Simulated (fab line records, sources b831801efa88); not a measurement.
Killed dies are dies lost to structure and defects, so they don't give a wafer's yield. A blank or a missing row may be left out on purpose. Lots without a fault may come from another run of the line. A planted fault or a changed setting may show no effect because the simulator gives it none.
fab line records | flow sky130
record lots=5 wafers=15 last_day=49
route steps=708 shown POLY_GATE@229 LDD_N@237 PAD_OPEN@708
lots that met no fault: from a run of the same line without faults
start_h: hours from the record's first day to the start of the lot's first wafer shown | wait_h: hours since the lot's step before | " the same as in the row above | L1.1+2: a row that stands for several wafers | - no value, or no start given | * or withheld: withheld | < > ~ a bound
route shown NAME@n: a module of which the file shows steps, and the number in the route of the first | usual: mean/standard deviation of fault-free wafers | same: alike in all rows | chamber/n: place in a boat | sites: the reading at each site | _std_site: their standard deviation | _edge_site: outer sites' mean less inner sites' | radius_mm: how far each site lies from the wafer's centre | mask NAME#n: copy n | behind: the tool/chamber that last shaped the wafer | hold: why the lot was held/for how many hours/how that ended | device: the transistor (n, p or np) that didn't switch | end of line: the same wafers' tests at the end of the route | a step without rows: its recipe alone | killed: dies lost to structure and defects at the first sort, not the wafer's yield | map: a wafer's dies, x killed, . not, _ none there
set.NAME: the setting as run; set.NAME@STEP: as run at that earlier step | model.NAME: the simulator's own value behind a step, which no gauge read
lots at some steps of the route; a table a step, a row a wafer
services: from which hour (start_h, from the record's first day; less than 0 if before it) a tool's chamber was out of use, for how many hours, and why
## steps
# step SKY_POLY_GATE_ETCH_15
# recipe chemistry=N2/H2 target=BARC ion_energy_ev=200 source_w=500 bias_w=100 pressure_mtorr=30 n2_flow_sccm=100 h2_flow_sccm=200 stop_on=SiO2 time_s=118.5 target_depth_a=1100
# usual chamber_pressure_mTorr=30.000/0.028 drypump_motor_current_A=5.6/0.38 oes_product_au=0.716/0.0046 throttle_valve_pct=13.212/0.0084
# columns lot.wafer tool chamber start_h wait_h chamber_pressure_mTorr drypump_motor_current_A oes_product_au rf_hours_counter_h throttle_valve_pct
L249.2 rie_diel-03 2 400.60 0.0 30.028 5.9 0.716 11 13.230
L249.3 " 0 " " 29.995 5.4 0.720 91 13.212
L249.4 " 3 " " 30.011 5.8 0.720 42 13.217
L252.1 rie_diel-04 0 429.14 0.0 30.026 5.1 0.717 101 13.218
L252.3 " 3 " " 30.010 5.1 0.718 9 13.210
L252.4 " 2 " " 29.991 5.7 0.715 4 13.221
L253.3 rie_diel-03 3 437.95 0.0 29.993 5.8 0.713 43 13.209
L253.4 " 0 " " 30.021 5.4 0.715 92 13.209
L253.6 " 1 " " 30.025 5.8 0.715 - 13.196
L265.1 rie_diel-03 3 542.90 0.0 30.016 5.8 0.711 45 13.219
L265.2 " 1 " " 30.014 5.8 0.713 24 13.198
L265.5 " 3 " " 29.987 5.8 0.716 - 13.207
L263.2 rie_diel-04 3 545.44 0.0 29.985 5.1 0.716 12 13.210
L263.4 " 1 " " 29.978 6.3 0.729 14 13.210
L263.5 " 3 " " 30.033 5.1 0.711 - 13.217
# step SKY_POLY_GATE_ETCH_16
# recipe stop_on=poly-Si chemistry=CH3F/O2 target=Si3N4 source_w=400 bias_w=80 pressure_mtorr=25 ch3f_flow_sccm=40 O2_flow_sccm=30 time_s=147.5 target_depth_a=750
# usual ch3f_flow_sccm=40.00/0.12 chamber_pressure_mTorr=25.001/0.024 drypump_motor_current_A=5.6/0.37 oes_product_au=0.640/0.0054 throttle_valve_pct=10.537/0.0085
# columns lot.wafer tool chamber start_h wait_h ch3f_flow_sccm chamber_pressure_mTorr drypump_motor_current_A oes_product_au rf_hours_counter_h throttle_valve_pct
L249.2 rie_diel-03 2 400.68 0.0 39.81 24.954 5.9 0.642 11 10.536
L249.3 " 0 " " 40.04 24.993 5.4 0.647 91 10.531
L249.4 " 3 " " 39.98 25.016 5.8 0.647 42 10.534
L252.1 rie_diel-04 0 429.22 0.0 40.00 25.026 5.1 0.632 101 10.530
L252.3 " 3 " " 40.03 25.006 5.1 0.650 9 10.541
L252.4 " 2 " " 39.98 24.989 5.7 0.634 4 10.533
L253.3 rie_diel-03 3 438.03 0.0 40.04 25.004 5.8 0.641 43 10.538
L253.4 " 0 " " 39.83 24.998 5.4 0.638 92 10.523
L253.6 " 1 " " 40.22 25.013 5.8 0.643 - 10.547
L265.1 rie_diel-03 3 542.98 0.0 40.11 24.990 5.8 0.632 45 10.530
L265.2 " 1 " " 40.18 25.019 5.8 0.640 24 10.518
L265.5 " 3 " " 40.17 24.965 5.8 0.641 - 10.537
L263.2 rie_diel-04 3 545.52 0.0 40.11 25.009 5.1 0.641 12 10.525
L263.4 " 1 " " 39.95 25.030 6.3 0.638 15 10.520
L263.5 " 3 " " 40.05 24.987 5.2 0.642 - 10.542
# step SKY_POLY_GATE_ETCH_17
# recipe target_depth_nm=180 stop_on=SiO2 over_etch_frac=0.56667 chemistry=HBr/Cl2 target=poly-Si icp_w=400 bias_w=100 pressure_mtorr=10 HBr_flow_sccm=150 Cl2_flow_sccm=50 time_s=70.5
# usual chamber_pressure_mTorr=10.000/0.0096 drypump_motor_current_A=5.5/0.41 oes_product_au=0.987/0.0077 throttle_valve_pct=33.685/0.0095
# columns lot.wafer tool chamber start_h wait_h chamber_pressure_mTorr drypump_motor_current_A oes_product_au rf_hours_counter_h throttle_valve_pct
L249.2 rie_si-02 0 400.78 0.0 9.994 5.0 0.977 77 33.673
L249.3 " 1 " " 9.988 5.2 0.990 5 33.689
L249.4 " 1 " " 10.006 5.2 0.983 - 33.691
L252.1 rie_si-01 1 429.32 0.0 10.003 5.8 0.972 1 33.699
L252.3 " 1 " " 10.014 5.8 0.984 - 33.685
L252.4 " 2 " " 9.997 5.4 0.992 - 33.697
L253.3 rie_si-02 1 438.13 0.0 9.990 5.2 0.988 6 33.682
L253.4 " 0 " " 10.000 5.0 0.987 - 33.681
L253.6 " 1 " " 10.000 5.2 0.986 - 33.678
L265.1 rie_si-01 1 543.08 0.0 10.007 5.8 0.985 2 33.688
L265.2 " 0 " " 10.003 5.0 0.972 0 33.690
L265.5 " 0 " " 9.993 5.0 0.971 - 33.690
L263.2 rie_si-02 3 545.62 0.0 10.000 5.7 0.978 1 33.697
L263.4 " 0 " " 10.013 5.0 0.991 1 33.695
L263.5 " 1 " " 9.999 5.2 0.987 - 33.674
# step SKY_POLY_GATE_STRIP_18
# recipe chemistry=O2/N2 power_w=1400 pressure_mtorr=1500 platen_temp_c=withheld o2_flow_sccm=3000 n2_flow_sccm=300 overash_fraction=0.5
# usual chamber_pressure_mTorr=1500.1/1.3 drypump_motor_current_A=5.6/0.42 oes_product_au=0.360/0.0053 strip_time_to_endpoint_s=3.15/0.043
# columns lot.wafer tool chamber start_h wait_h chamber_pressure_mTorr drypump_motor_current_A oes_product_au rf_hours_counter_h strip_time_to_endpoint_s
L249.2 plasma_asher-04 0 400.83 0.0 1502.1 6.2 0.359 76 3.16
L249.3 " 1 " " 1501.2 5.2 0.358 - 3.15
L249.4 " 0 " " 1498.2 6.3 0.364 - 3.16
L252.1 plasma_asher-04 0 429.41 0.1 1498.0 6.3 0.352 79 3.13
L252.3 " 0 " " 1500.7 6.3 0.366 - 3.21
L252.4 " 1 " " 1501.0 5.2 0.362 - 3.14
L253.3 plasma_asher-01 0 438.22 0.1 1500.8 5.5 0.368 - 3.16
L253.4 " 1 " " 1498.0 5.8 0.368 - 3.17
L253.6 " 1 " " 1501.0 5.8 0.355 - 3.17
L265.1 plasma_asher-02 1 543.13 0.0 1501.2 5.1 0.358 11 3.17
L265.2 " 0 " " 1501.6 5.6 0.355 11 3.22
L265.5 " 1 " " 1500.5 5.1 0.353 - 3.20
L263.2 plasma_asher-01 0 545.68 0.0 1500.0 5.4 0.365 74 3.16
L263.4 " 0 " " 1501.2 5.4 0.365 - 3.19
L263.5 " 0 " " 1498.5 5.4 0.358 - 3.18
# step SKY_POLY_GATE_CLEAN_19
# recipe chemistry=SC1/SC2 mix=1:4:20 temp_c=70 time_s=150 dry=n2_spin
# step SKY_POLY_GATE_OXIDATION_20
# recipe temp_c=850 ambient=O2 stabilise_s=600 purge_s=300 target_thk_a=40 ox_time_s=899
# step SKY_POLY_GATE_THK_MEAS_21
# recipe reads=SiO2_of_POLY_GATE_OXIDATION_20
# usual POLY_GATE_OXIDATION_THK=3.99/0.092
# columns lot.wafer tool chamber start_h wait_h POLY_GATE_OXIDATION_THK[nm]
L249.2 film_metro-02 - 402.94 0.0 4.10
L249.3 " - " " 4.06
L249.4 " - " " 4.01
L252.1 film_metro-02 - 431.64 0.0 3.92
L252.3 " - " " 3.88
L252.4 " - " " 3.93
L253.3 film_metro-03 - 440.86 0.0 3.93
L253.4 " - " " 4.01
L253.6 " - " " 3.99
L265.1 film_metro-02 - 545.29 0.0 3.94
L265.2 " - " " 3.86
L265.5 " - " " 4.03
L263.2 film_metro-03 - 547.58 0.0 3.94
L263.4 " - " " 3.89
L263.5 " - " " 3.95
# step SKY_POLY_GATE_CD_MEAS_22
# usual cd_nm=149.3/2.3
# columns lot.wafer tool chamber start_h wait_h cd_nm
L249.2 cd_sem-02 - 403.01 0.1 146.9
L249.3 " - " " 152.2
L249.4 " - " " 150.8
L252.1 cd_sem-02 - 431.70 0.1 152.2
L252.3 " - " " 148.0
L252.4 " - " " 150.8
L253.3 cd_sem-02 - 440.96 0.1 150.0
L253.4 " - " " 149.2
L253.6 " - " " 143.9
L265.1 cd_sem-02 - 545.41 0.1 149.3
L265.2 " - " " 147.9
L265.5 " - " " 150.7
L263.2 cd_sem-01 - 547.66 0.1 145.2
L263.4 " - " " 148.8
L263.5 " - " " 147.7
# step SKY_LDD_N_DEHYDRATE_00
# recipe temp_c=200 time_s=60
# step SKY_LDD_N_HMDS_01
# recipe prime_time_s=60 prime_temp_c=120
# step SKY_LDD_N_COAT_02
# recipe resist=NOVOLAK spin_rpm=3000 resist_thk_nm=300
# step SKY_LDD_N_SOFTBAKE_03
# recipe temp_c=90 time_s=60 resist=NOVOLAK
# step SKY_LDD_N_EXPOSE_04
# recipe mask_id=NTM target_cd_nm=840 na=0.6 source_shape=conventional sigma_outer=0.6 dose_mj=110
# same na=0.6
# columns lot.wafer tool chamber start_h wait_h mask
L249.2+3+4 iline_stepper-01 0 418.19 - NTM#0
L252.1+3+4 iline_stepper-02 0 447.06 - NTM_R1#0
L253.3+4+6 iline_stepper-02 0 456.33 - NTM#0
L265.1+2+5 iline_stepper-02 0 559.97 - NTM#0
L263.2+4+5 iline_stepper-02 0 562.21 - NTM#0
# step SKY_LDD_N_PEB_05
# recipe temp_c=withheld time_s=* resist=NOVOLAK
# step SKY_PAD_OPEN_PROBE_99
# usual killed_at_M0_to_M3=44/6.5 killed_at_M4_up=3.3/1.9 killed_at_contacts=23/4.7 killed_at_front_end=15/4.5 killed_at_other=0.2/0.52 killed_dies=86/8.9 killed_open=47/6.8 killed_short=39/6.1
# same gross_dies=492 killed_at_back_side=0
# columns lot.wafer tool chamber start_h wait_h killed_at_M0_to_M3 killed_at_M4_up killed_at_contacts killed_at_front_end killed_at_other killed_dies killed_open killed_short
L249.2 prober-02 - 1090.56 0.1 37 4 21 14 0 76 50 26
L249.3 prober-02 - 1090.61 0.2 44 4 26 9 0 83 49 34
L249.4 prober-02 - 1090.66 0.2 41 6 20 17 0 84 43 41
L252.1 prober-02 - 1108.06 0.1 43 1 23 17 0 84 49 35
L252.3 prober-02 - 1108.16 0.2 47 3 16 13 0 79 43 36
L252.4 prober-02 - 1108.21 0.2 45 3 26 20 0 94 56 38
L253.3 prober-01 - 1114.66 0.2 42 3 22 9 0 76 42 34
L253.4 prober-01 - 1114.71 0.2 42 3 16 9 1 71 39 32
L253.6 prober-01 - 1114.81 0.2 39 3 20 18 0 80 53 27
L265.1 prober-02 - 1180.46 0.1 39 5 28 9 0 81 44 37
L265.2 prober-02 - 1180.51 0.1 43 4 28 15 0 90 52 38
L265.5 prober-02 - 1180.66 0.2 45 5 24 13 0 87 44 43
L263.2 prober-01 - 1180.72 0.2 39 6 26 13 1 85 44 41
L263.4 prober-01 - 1180.82 0.3 52 1 29 21 0 103 62 41
L263.5 prober-01 - 1180.87 0.3 31 3 28 9 0 71 44 27
# killed by level:class
L249.2 VIA2:geometric_particle:open=12 CONTACT:geometric_particle:open=8 VIA1:geometric_particle:open=6 POLY_GATE:geometric_particle:short=5 LI_CONTACT:geometric_particle:open=5 METAL2:geometric_particle:short=4 POLY_GATE:geometric_particle:open=4 VIA3:geometric_particle:open=4
L249.3 CONTACT:geometric_particle:open=11 VIA3:geometric_particle:open=9 VIA1:geometric_particle:open=7 LI_CONTACT:geometric_particle:open=6 METAL1:geometric_particle:short=6 POLY_GATE:geometric_particle:short=5 VIA2:geometric_particle:open=5 CONTACT:geometric_particle:short=4
L249.4 VIA1:geometric_particle:open=12 CONTACT:geometric_particle:open=10 METAL4:geometric_particle:short=6 POLY_GATE:geometric_particle:short=5 CONTACT:geometric_particle:short=5 VIA1:geometric_particle:short=5 VIA2:geometric_particle:open=5 FIELD_ISO:geometric_particle:open=4
L252.1 CONTACT:geometric_particle:open=12 VIA1:geometric_particle:open=10 LI_CONTACT:geometric_particle:open=6 VIA2:geometric_particle:open=6 METAL3:geometric_particle:short=6 VIA3:geometric_particle:open=6 FIELD_ISO:geometric_particle:short=5 METAL1:geometric_particle:short=5
L252.3 VIA1:geometric_particle:open=11 VIA3:geometric_particle:open=8 METAL2:geometric_particle:short=6 METAL1:geometric_particle:short=6 VIA2:geometric_particle:open=6 CONTACT:geometric_particle:open=5 LI_CONTACT:geometric_particle:open=4 CONTACT:geometric_particle:short=4
L252.4 VIA3:geometric_particle:open=10 LI_CONTACT:geometric_particle:open=10 CONTACT:geometric_particle:open=9 POLY_GATE:geometric_particle:short=6 FIELD_ISO:geometric_particle:open=5 METAL2:geometric_particle:short=5 VIA2:geometric_particle:open=5 METAL3:geometric_particle:short=5
L253.3 VIA1:geometric_particle:open=10 VIA3:geometric_particle:open=8 CONTACT:geometric_particle:open=7 VIA3:geometric_particle:short=7 LOCAL_INTERCONNECT:geometric_particle:short=5 LI_CONTACT:geometric_particle:open=4 METAL1:geometric_particle:short=4 VIA2:geometric_particle:open=4
L253.4 VIA3:geometric_particle:open=10 CONTACT:geometric_particle:open=7 METAL2:geometric_particle:short=7 VIA2:geometric_particle:open=7 LOCAL_INTERCONNECT:geometric_particle:short=4 FIELD_ISO:geometric_particle:short=3 LI_CONTACT:geometric_particle:open=3 METAL1:geometric_particle:short=3
L253.6 VIA2:geometric_particle:open=9 VIA1:geometric_particle:open=8 POLY_GATE:geometric_particle:short=7 LI_CONTACT:geometric_particle:open=7 VIA3:geometric_particle:open=7 FIELD_ISO:geometric_particle:open=5 LOCAL_INTERCONNECT:geometric_particle:short=5 CONTACT:geometric_particle:open=5
L265.1 CONTACT:geometric_particle:open=10 VIA3:geometric_particle:open=9 CONTACT:geometric_particle:short=9 VIA1:geometric_particle:short=7 VIA1:geometric_particle:open=5 POLY_GATE:geometric_particle:open=4 LI_CONTACT:geometric_particle:open=4 VIA2:geometric_particle:open=4
L265.2 VIA1:geometric_particle:open=12 LI_CONTACT:geometric_particle:open=11 CONTACT:geometric_particle:open=7 VIA2:geometric_particle:open=7 VIA1:geometric_particle:short=6 LOCAL_INTERCONNECT:geometric_particle:short=5 VIA3:geometric_particle:open=5 POLY_GATE:geometric_particle:short=4
L265.5 VIA1:geometric_particle:open=10 CONTACT:geometric_particle:open=8 VIA3:geometric_particle:open=6 LOCAL_INTERCONNECT:geometric_particle:short=5 METAL3:geometric_particle:short=5 VIA1:geometric_particle:short=5 METAL2:geometric_particle:short=5 METAL4:geometric_particle:short=4
L263.2 VIA1:geometric_particle:open=10 CONTACT:geometric_particle:open=9 METAL1:geometric_particle:short=8 LI_CONTACT:geometric_particle:open=6 VIA2:geometric_particle:open=6 CONTACT:geometric_particle:short=5 LI_CONTACT:geometric_particle:short=4 VIA2:geometric_particle:short=4
L263.4 VIA1:geometric_particle:open=13 VIA3:geometric_particle:open=9 LI_CONTACT:geometric_particle:open=8 CONTACT:geometric_particle:open=8 VIA2:geometric_particle:open=8 CONTACT:geometric_particle:short=7 FIELD_ISO:geometric_particle:short=6 FIELD_ISO:geometric_particle:open=5
L263.5 VIA1:geometric_particle:open=13 CONTACT:geometric_particle:open=10 CONTACT:geometric_particle:short=9 LI_CONTACT:geometric_particle:open=6 VIA2:geometric_particle:open=5 METAL2:geometric_particle:short=4 VIA3:geometric_particle:open=4 METAL4:geometric_particle:short=3
## services
# columns tool chamber start_h hours kind
rie_si-02 - 376.74 2.8 pm
plasma_asher-02 - 382.16 3.8 repair
rie_diel-04 1 384.67 5.3 repair
iline_stepper-02 - 387.69 5.9 repair
rie_diel-04 0 391.25 20.5 repair
rie_si-01 3 397.92 3.8 repair
iline_stepper-01 - 411.50 1.7 repair
rie_diel-04 - 421.03 0.2 repair
plasma_asher-02 - 421.25 9.0 pm
rie_si-01 3 426.53 5.1 repair
iline_stepper-02 - 428.05 0.7 repair
plasma_asher-01 - 428.32 2.8 pm
iline_stepper-02 - 437.06 6.4 repair
iline_stepper-01 - 456.24 2.1 pm
rie_diel-04 0 460.24 30.9 repair
iline_stepper-02 - 461.49 1.7 pm
rie_diel-04 1 466.15 30.9 repair
iline_stepper-01 - 479.60 4.4 pm
rie_si-01 2 482.13 1.8 repair
iline_stepper-02 - 506.78 3.1 repair
iline_stepper-01 - 527.88 8.9 pm
iline_stepper-02 - 531.30 21.6 repair
plasma_asher-02 - 540.61 2.1 repair
rie_diel-03 - 544.25 14.6 pm
## key
first_sign step=SKY_LDD_N_EXPOSE_04 reading=mask direction=changed
effect none on later readings
met_at SKY_LDD_N_EXPOSE_04
struck_wafers L252.1,L252.3,L252.4
tester_left_out L252
fault kind=wrong_mask tool=any chamber=- onset_h=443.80 steps=SKY_LDD_N_EXPOSE_04 aux_copy=NTM_R1#0 cd_offset_nm=-101 scope=struck_lots_only
# tester_left_out: of these lots the tester's yield and bins aren't shown, on N5 and GAA mostly nor the transistor test; their killed dies are dies lost to structure and defects alone, not to doping, threshold or leakage, so they don't give the yield
